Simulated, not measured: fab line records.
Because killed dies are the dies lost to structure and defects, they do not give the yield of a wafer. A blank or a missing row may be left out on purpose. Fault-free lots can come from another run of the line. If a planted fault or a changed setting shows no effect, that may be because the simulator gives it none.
fab line records | flow sky130
record: lots: 6 wafers: 18 last_day: 50
route steps=708 shown RES_XHIGH@340 SD_N@342
lots that met no fault: taken from a fault-free run of the same line
start_h: the number of hours between the record's first day and the start of the first shown wafer of the lot | wait_h: hours since the lot's step before | " as in the row above | L1.1+2: a row that stands for several wafers | - value missing, or start not given | * or withheld: withheld | < > ~ a bound
route shown NAME@n: NAME is a module with steps in the file, n the number in the route of the first one | usual: the fault-free wafers' mean and standard deviation | same: alike in all rows | chamber/n: place in a boat | sites: the reading at each site | _std_site: their standard deviation | _edge_site: outer sites' mean less inner sites' | radius_mm: for every site, how far away it sits from the centre of the wafer | mask NAME#n: copy n | behind: the last tool/chamber to shape the wafer | hold: the reason the lot was held/the length of the hold in hours/how it ended | device: names the non-switching transistor (n, p or np) | end of line: tests of these same wafers at the route's end | a step given without rows: its recipe and nothing more | killed: count of dies lost to structure and defects at first sort (not the wafer's yield) | map: a wafer's dies, x killed, . not, _ none there
set.NAME: the setting as run; set.NAME@STEP: as run at that earlier step | model.NAME: the simulator's own value behind a step, which no gauge read
a table for each step, a row for each wafer; lots at some steps of the route
services: when a tool's chamber went out of use (start_h, in hours from the record's first day, below 0 if earlier), for how many hours, and the reason
== steps ==
step: SKY_RES_XHIGH_STRIP_08
recipe: chemistry: O2/N2 power_w: 1400 pressure_mtorr: 1500 platen_temp_c: withheld o2_flow_sccm: 3000 n2_flow_sccm: 300 overash_fraction: 0.5
usual: drypump_motor_current_A: 6.2/0.45 oes_product_au: 0.712/0.0047 strip_time_to_endpoint_s: 14.23/0.04
columns lot.wafer tool chamber start_h wait_h drypump_motor_current_A oes_product_au rf_hours_counter_h strip_time_to_endpoint_s
L256.3 plasma_asher-01 0 669.73 0.1 5.7 0.708 - 14.24
L256.5 " 1 " " 6.3 0.716 - 14.23
L256.6 " 0 " " 5.7 0.711 - 14.25
L260.1 plasma_asher-02 0 682.70 0.1 5.4 0.712 56 14.22
L260.2 " 1 " " 6.0 0.716 56 14.25
L260.3 " 0 " " 5.4 0.709 - 14.25
L261.1 plasma_asher-04 1 694.45 0.1 6.8 0.711 98 14.24
L261.2 " 0 " " 6.3 0.716 98 14.25
L261.6 " 0 " " 6.3 0.720 - 14.25
L267.1 plasma_asher-02 1 737.70 0.1 6.0 0.717 62 14.25
L267.4 " 0 " " 5.4 0.719 - 14.26
L267.5 " 1 " " 6.0 0.708 - 14.22
L274.1 plasma_asher-01 1 795.00 0.1 6.3 0.708 34 14.30
L274.2 " 0 " " 5.7 0.717 34 14.29
L274.3 " 1 " " 6.3 0.708 - 14.29
L276.1 plasma_asher-04 0 805.09 0.1 6.3 0.714 7 14.22
L276.4 " 1 " " 6.8 0.703 - 14.26
L276.5 " 0 " " 6.3 0.709 - 14.21
step: SKY_RES_XHIGH_TW_MEAS_09
usual: RES_XHIGH_TW: 1629/25
columns lot.wafer tool chamber start_h wait_h RES_XHIGH_TW
L256.3 film_metro-01 - 669.81 0.1 1623
L256.5 " - " " 1621
L256.6 " - " " 1615
L260.1 film_metro-04 - 682.80 0.1 1602
L260.2 " - " " 1603
L260.3 " - " " 1605
L261.1 film_metro-04 - 694.55 0.1 1605
L261.2 " - " " 1614
L261.6 " - " " 1607
L267.1 film_metro-02 - 737.80 0.1 1666
L267.4 " - " " 1653
L267.5 " - " " 1659
L274.1 film_metro-02 - 795.10 0.1 1657
L274.2 " - " " 1659
L274.3 " - " " 1667
L276.1 film_metro-01 - 805.24 0.1 1624
L276.4 " - " " 1629
L276.5 " - " " 1630
step: SKY_SD_N_DEHYDRATE_00
recipe: temp_c: 200 time_s: 60
step: SKY_SD_N_HMDS_01
recipe: prime_time_s: 60 prime_temp_c: 120
step: SKY_SD_N_COAT_02
recipe: resist: NOVOLAK spin_rpm: 3000 resist_thk_nm: 1140
step: SKY_SD_N_SOFTBAKE_03
recipe: temp_c: 90 time_s: 60 resist: NOVOLAK
step: SKY_SD_N_EXPOSE_04
recipe: mask_id: NSDM na: 0.6 source_shape: conventional sigma_outer: 0.6 polarization: unpolarized target_cd_nm: 380 dose_mj: 141
step: SKY_SD_N_PEB_05
recipe: temp_c: withheld time_s: * resist: NOVOLAK
step: SKY_SD_N_DEVELOP_06
recipe: resist: NOVOLAK developer: TMAH develop_time_s: 60 dev_temp_c: 23
step: SKY_SD_N_CD_MEAS_07
recipe: target_cd_nm: 380
usual: cd_nm: 379.6/2.9
columns lot.wafer tool chamber start_h wait_h cd_nm
L256.3 cd_sem-02 - 698.68 0.1 380.7
L256.5 " - " " 384.8
L256.6 " - " " 383.6
L260.1 cd_sem-02 - 711.70 0.1 380.0
L260.2 " - " " 379.5
L260.3 " - " " 378.3
L261.1 cd_sem-01 - 722.15 0.1 376.3
L261.2 " - " " 373.9
L261.6 " - " " 374.0
L267.1 cd_sem-01 - 763.44 0.1 378.7
L267.4 " - " " 378.3
L267.5 " - " " 380.8
L274.1 cd_sem-02 - 821.59 0.1 374.9
L274.2 " - " " 377.4
L274.3 " - " " 374.9
L276.1 cd_sem-02 - 831.81 0.2 378.0
L276.4 " - " " 377.8
L276.5 " - " " 379.9
step: SKY_SD_N_OVL_MEAS_08
usual: SD_N_OVL: 0.8/1.5
columns lot.wafer tool chamber start_h wait_h SD_N_OVL[nm]
L256.3 overlay-02 - 698.77 0.1 -0.8
L256.5 " - " " -1.0
L256.6 " - " " 1.4
L260.1 overlay-02 - 711.82 0.1 0.7
L260.2 " - " " 0.9
L260.3 " - " " 1.9
L261.1 overlay-02 - 722.27 0.1 0.6
L261.2 " - " " 2.1
L261.6 " - " " 2.2
L267.1 overlay-01 - 763.56 0.1 -0.3
L267.4 " - " " -0.6
L267.5 " - " " 0.1
L274.1 overlay-02 - 821.71 0.1 1.4
L274.2 " - " " 1.1
L274.3 " - " " 2.7
L276.1 overlay-01 - 831.93 0.1 1.3
L276.4 " - " " 1.1
L276.5 " - " " 1.8
step: SKY_SD_N_IMPLANT_09
recipe: species: As energy_kev: 50 dose_cm2: 4e+15 tilt_deg: 0
step: SKY_SD_N_IMPLANT_10
recipe: species: P energy_kev: 20 dose_cm2: 1e+14 tilt_deg: 0
usual: beam_energy_keV: 20.000/0.0067 beam_on_s: 12.6/1.6
columns lot.wafer tool chamber start_h wait_h beam_energy_keV beam_on_s
L256.3 implanter-02 0 699.00 0.1 20.012 13.8
L256.5 " 0 " " 20.000 14.4
L256.6 " 0 " " 20.006 13.8
L260.1 implanter-02 - 712.00 0.1 - -
L260.2 " - " " - -
L260.3 " - " " - -
L261.1 implanter-03 - 722.45 0.1 - -
L261.2 " - " " - -
L261.6 " - " " - -
L267.1 implanter-01 0 763.75 0.1 19.990 9.9
L267.4 " 0 " " 20.003 9.8
L267.5 " 0 " " 20.003 9.8
L274.1 implanter-03 0 821.90 0.1 20.001 13.1
L274.2 " 0 " " 20.005 12.8
L274.3 " 0 " " 20.002 13.0
L276.1 implanter-01 0 832.11 0.1 20.008 10.0
L276.4 " 0 " " 19.993 10.3
L276.5 " 0 " " 20.005 9.9
step: SKY_SD_N_STRIP_11
recipe: chemistry: O2/N2 power_w: 1400 pressure_mtorr: 1500 platen_temp_c: withheld o2_flow_sccm: 3000 n2_flow_sccm: 300 overash_fraction: 0.5
usual: drypump_motor_current_A: 5.8/0.32 oes_product_au: 0.528/0.0042 strip_time_to_endpoint_s: 22.54/0.051
columns lot.wafer tool chamber start_h wait_h drypump_motor_current_A oes_product_au rf_hours_counter_h strip_time_to_endpoint_s
L256.3 plasma_asher-02 1 699.13 0.1 6.1 0.527 - 22.56
L256.5 " 0 " " 5.4 0.524 - 22.45
L256.6 " 1 " " 6.1 0.533 - 22.56
L260.1 plasma_asher-02 0 712.15 0.1 5.4 0.531 59 22.49
L260.2 " 1 " " 6.1 0.527 59 22.49
L260.3 " 1 " " 6.0 0.528 - 22.53
L261.1 plasma_asher-01 0 722.60 0.1 5.7 0.519 28 22.52
L261.2 " 1 " " 6.2 0.525 28 22.53
L261.6 " 0 " " 5.7 0.524 - 22.49
L267.1 plasma_asher-02 0 763.90 0.1 5.4 0.526 65 22.62
L267.4 " 0 " " 5.4 0.531 - 22.57
L267.5 " 0 " " 5.4 0.527 - 22.61
L274.1 plasma_asher-01 0 822.05 0.1 5.7 0.527 37 22.54
L274.2 " 1 " " 6.3 0.530 37 22.51
L274.3 " 1 " " 6.3 0.531 - 22.46
L276.1 plasma_asher-01 1 832.26 0.1 6.3 0.533 38 22.60
L276.4 " 0 " " 5.7 0.528 - 22.57
L276.5 " 1 " " 6.3 0.533 - 22.57
step: SKY_SD_N_TW_MEAS_12
usual: SD_N_TW: 3974/56
columns lot.wafer tool chamber start_h wait_h SD_N_TW
L256.3 film_metro-04 - 699.22 0.1 3930
L256.5 " - " " 3924
L256.6 " - " " 3913
L260.1 film_metro-01 - 712.25 0.1 3967
L260.2 " - " " 3978
L260.3 " - " " 3983
L261.1 film_metro-02 - 722.70 0.1 4056
L261.2 " - " " 4077
L261.6 " - " " 4048
L267.1 film_metro-01 - 764.00 0.1 3943
L267.4 " - " " 3930
L267.5 " - " " 3930
L274.1 film_metro-04 - 822.15 0.1 3917
L274.2 " - " " 3929
L274.3 " - " " 3930
L276.1 film_metro-04 - 832.36 0.1 3907
L276.4 " - " " 3908
L276.5 " - " " 3903
step: SKY_SD_N_CLEAN_13
recipe: chemistry: SC1/SC2 mix: 1:4:20 temp_c: 70 time_s: 150 dry: n2_spin
step: SKY_SD_N_RTA_14
recipe: temp_c: 1075 time_s: 2 idle_temp_c: 650 ramp_up_c_per_s: 150 ramp_down_c_per_s: 90 ambient: N2
usual: lamp_power_pct: 15.74/0.055 ramp_down_c_per_s: 89.999/0.016 ramp_up_c_per_s: 150.00/0.03 wafer_temp_C_max: 1078.2/1.4
same: time_s: 2
columns lot.wafer tool chamber start_h wait_h lamp_power_pct ramp_down_c_per_s ramp_up_c_per_s wafer_temp_C_max
L256.3 rtp_anneal-02 0 699.33 0.0 15.76 89.994 150.02 1077.3
L256.5 " 0 " " 15.72 89.985 150.04 1079.6
L256.6 " 0 " " 15.72 89.996 149.95 1077.1
L260.1 rtp_anneal-01 0 712.36 0.0 15.69 90.003 149.97 1076.6
L260.2 " 0 " " 15.71 89.988 149.97 1079.9
L260.3 " 0 " " 15.70 90.000 150.01 1077.8
L261.1 rtp_anneal-02 0 722.82 0.0 15.83 89.968 150.02 1078.2
L261.2 " 0 " " 15.75 90.005 150.02 1078.5
L261.6 " 0 " " 15.70 90.019 149.92 1079.1
L267.1 rtp_anneal-02 0 764.11 0.0 15.77 89.992 150.00 1077.7
L267.4 " 0 " " 15.73 90.023 150.00 1079.5
L267.5 " 0 " " 15.69 89.973 149.98 1077.1
L274.1 rtp_anneal-01 0 822.26 0.0 15.72 89.970 150.00 1076.5
L274.2 " 0 " " 15.73 89.993 150.03 1076.8
L274.3 " 0 " " 15.69 90.005 150.03 1078.9
L276.1 rtp_anneal-01 0 832.47 0.0 15.73 89.984 150.01 1077.1
L276.4 " 0 " " 15.75 89.993 149.99 1078.0
L276.5 " 0 " " 15.66 89.982 149.95 1077.8
step: SKY_SD_N_RS_MEAS_16
recipe: thk_meas_gauge: four-point-probe
usual: SD_N_RS: 68.57/0.13
columns lot.wafer tool chamber start_h wait_h hold SD_N_RS[ohm/sq]
L256.3 film_metro-01 - 699.52 0.1 - 68.65
L256.5 " - " " - 68.59
L256.6 " - " " - 68.65
L260.1 film_metro-04 - 712.54 0.1 await_dispo/0.2h/release 70.62
L260.2 " - " " await_dispo/0.2h/release 70.55
L260.3 " - " " await_dispo/0.2h/release 70.67
L260.1 film_metro-04 - 712.90 0.3 - 70.60
L260.2 " - " " - 70.62
L260.3 " - " " - 70.60
L261.1 film_metro-01 - 723.04 0.1 await_dispo/0.2h/release 70.65
L261.2 " - " " await_dispo/0.2h/release 70.81
L261.6 " - " " await_dispo/0.2h/release 70.74
L261.1 film_metro-01 - 723.40 0.3 - 70.73
L261.2 " - " " - 70.68
L261.6 " - " " - 70.80
L267.1 film_metro-04 - 764.28 0.1 - 68.21
L267.4 " - " " - 68.28
L267.5 " - " " - 68.27
L274.1 film_metro-01 - 822.43 0.1 - 68.71
L274.2 " - " " - 68.68
L274.3 " - " " - 68.68
L276.1 film_metro-02 - 832.65 0.1 - 68.58
L276.4 " - " " - 68.69
L276.5 " - " " - 68.58
== services ==
columns tool chamber start_h hours kind
implanter-01 - 654.39 4.3 repair
implanter-01 - 654.88 1.1 repair
implanter-03 - 662.09 4.0 repair
implanter-02 - 694.94 3.5 pm
implanter-03 - 710.96 2.2 repair
plasma_asher-04 - 733.75 9.0 pm
plasma_asher-04 0 733.75 9.0 vent_cycle
plasma_asher-04 1 733.75 9.0 vent_cycle
plasma_asher-01 - 734.53 14.6 pm
plasma_asher-04 0 742.75 - clean
plasma_asher-04 1 742.75 - clean
plasma_asher-02 - 795.95 7.0 repair
implanter-02 - 828.11 2.5 repair
== key ==
first_sign: step: SKY_SD_N_IMPLANT_10 reading: tool_record direction: missing
effect: step: SKY_SD_N_RS_MEAS_16 reading: visit direction: added
effect: step: SKY_SD_N_RS_MEAS_16 reading: SD_N_RS direction: up sigmas: 16 usual: 68.57 struck: 70.67
met_at SKY_SD_N_IMPLANT_10
struck_wafers L260.1,L260.2,L260.3,L261.1,L261.2,L261.6
rows_end L261.6
later_rows_left_out L260.1,L260.2,L260.3,L261.1,L261.2
sort_left_out L260.1,L260.2,L260.3,L261.1,L261.2
tester_left_out L260,L261
onset_between 699.00 712.00
fault: kind: skipped_step_whole tool: implanter-02,implanter-03 chamber: - onset_h: 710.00 steps: SKY_SD_N_IMPLANT_10 scope: struck_lots_only
tester_left_out: of these lots the tester's yield and bins aren't shown, on N5 and GAA mostly nor the transistor test; their killed dies are dies lost to structure and defects alone, not to doping, threshold or leakage, so they don't give the yield
sort_left_out: the simulated sort isn't trusted on such a fault, so these wafers' sort isn't shown, and their yield isn't known
later_rows_left_out: the simulator's readings of these wafers behind a module that went badly wrong aren't trusted and aren't shown, but for the sort
rows_end: these wafers met a further fault down the route, and their rows from its step on are left out
